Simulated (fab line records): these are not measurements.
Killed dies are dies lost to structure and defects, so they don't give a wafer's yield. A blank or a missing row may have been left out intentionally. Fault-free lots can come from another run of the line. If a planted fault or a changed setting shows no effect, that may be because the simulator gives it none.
A struck lot beside a sound one | flow sky130 | 18 out of 708 route steps
Sound: wafers L861.1, L861.2, L861.3. Struck: wafers L878.1, L878.3, L878.6. Last of all comes the cause.
At each step with rows: each side's tool, then ch and its chambers, then its first start. Under that, the readings that differ: sound wafers | struck wafers | difference of the means | sigmas: that difference in standard deviations of wafers without a fault.
alike: a reading whose means differ by less than 2 such deviations, as well as words and numbers matching on both sides. not compared: withheld readings; readings where some wafer has no value; bounds like >300 that might hide an equal value; numbers whose values overlap and for which the record gives no deviation.
Wherever a step has rows on one side only, a row that says differs or no value, or a row with sigmas, the two part there. Numbers that have no deviation but don't overlap get no sigmas and don't part them. Lack of a reading on every wafer of one side parts them only where that side has two or more wafers.

first, 1 step without rows for these wafers: SKY_VT_ADJUST_HVTP_DEVELOP_06 (develop time 62.02 s).
SKY_VT_ADJUST_HVTP_CD_MEAS_07: target cd 380 nm.
  sound on cd sem-02 at day 6 11:41; struck on cd sem-01 at day 10 21:11
  reading    | sound             | struck            | difference | sigmas
  cd nm (nm) | 373.9 373.7 375.0 | 382.9 381.0 382.6 | +8.0       | +3
SKY_VT_ADJUST_HVTP_OVL_MEAS_08:
  sound on overlay-02 at day 6 11:48; struck on overlay-02 at day 10 21:19
  alike: VT_ADJUST_HVTP_OVL
then, 1 step without rows for these wafers: SKY_VT_ADJUST_HVTP_IMPLANT_09.
SKY_VT_ADJUST_HVTP_STRIP_10: strips in O2/N2.
  sound on plasma asher-04 ch 0,1, day 6 11:59; struck on plasma asher-01 ch 0,1, day 10 21:29
  alike: drypump motor current A, o2 flow sccm, oes product au, strip time to endpoint s
  not compared: rf hours counter h
SKY_VT_ADJUST_HVTP_TW_MEAS_11:
  sound on film metro-01 at day 6 12:05; struck on film metro-04 at day 10 21:35
  alike: VT_ADJUST_HVTP_TW
then, 6 steps without rows for these wafers: SKY_VT_ADJUST_LVTN_DEHYDRATE_00 (time 60 s); SKY_VT_ADJUST_LVTN_HMDS_01 (prime time 60 s); SKY_VT_ADJUST_LVTN_COAT_02 (resist thk 3000 nm); SKY_VT_ADJUST_LVTN_SOFTBAKE_03; SKY_VT_ADJUST_LVTN_EXPOSE_04 (exposes mask NWM COMPLEMENT LESS NATIVE, target cd 840 nm); SKY_VT_ADJUST_LVTN_PEB_05.
SKY_VT_ADJUST_LVTN_DEVELOP_06: develop time 60 s.
  sound on litho track-01 ch 0, day 7 04:00; struck on litho track-04 ch 0, day 11 21:00
SKY_VT_ADJUST_LVTN_OVL_MEAS_07:
  sound on overlay-01 at day 7 04:41; struck on overlay-02 at day 11 21:40
  reading                 | sound       | struck | difference                    | sigmas
  VT_ADJUST_LVTN_OVL (nm) | 1.0 2.5 0.3 | - - -  | no value on the struck wafers |
then, 1 step without rows for these wafers: SKY_VT_ADJUST_LVTN_IMPLANT_08.
SKY_VT_ADJUST_LVTN_STRIP_09: strips in O2/N2.
  sound on plasma asher-03 ch 0,1, day 7 04:52; struck on plasma asher-03 ch 0, day 11 21:51
  alike: drypump motor current A, o2 flow sccm, oes product au, strip time to endpoint s
  not compared: rf hours counter h
SKY_VT_ADJUST_LVTN_TW_MEAS_10:
  sound on film metro-01 at day 7 04:58; struck on film metro-03 at day 11 21:57
  reading           | sound             | struck         | difference | sigmas
  VT_ADJUST_LVTN_TW | 244.7 244.5 243.3 | 30.6 30.7 30.7 | -213.5     | -89
then, 1 step without rows for these wafers: SKY_VT_ADJUST_LVTN_DEHYDRATE_11 (time 60 s).

## WHERE THEY PART
Earliest at SKY_VT_ADJUST_HVTP_CD_MEAS_07; latest, in this record, at SKY_VT_ADJUST_LVTN_TW_MEAS_10.

WHY: what the simulator had put in
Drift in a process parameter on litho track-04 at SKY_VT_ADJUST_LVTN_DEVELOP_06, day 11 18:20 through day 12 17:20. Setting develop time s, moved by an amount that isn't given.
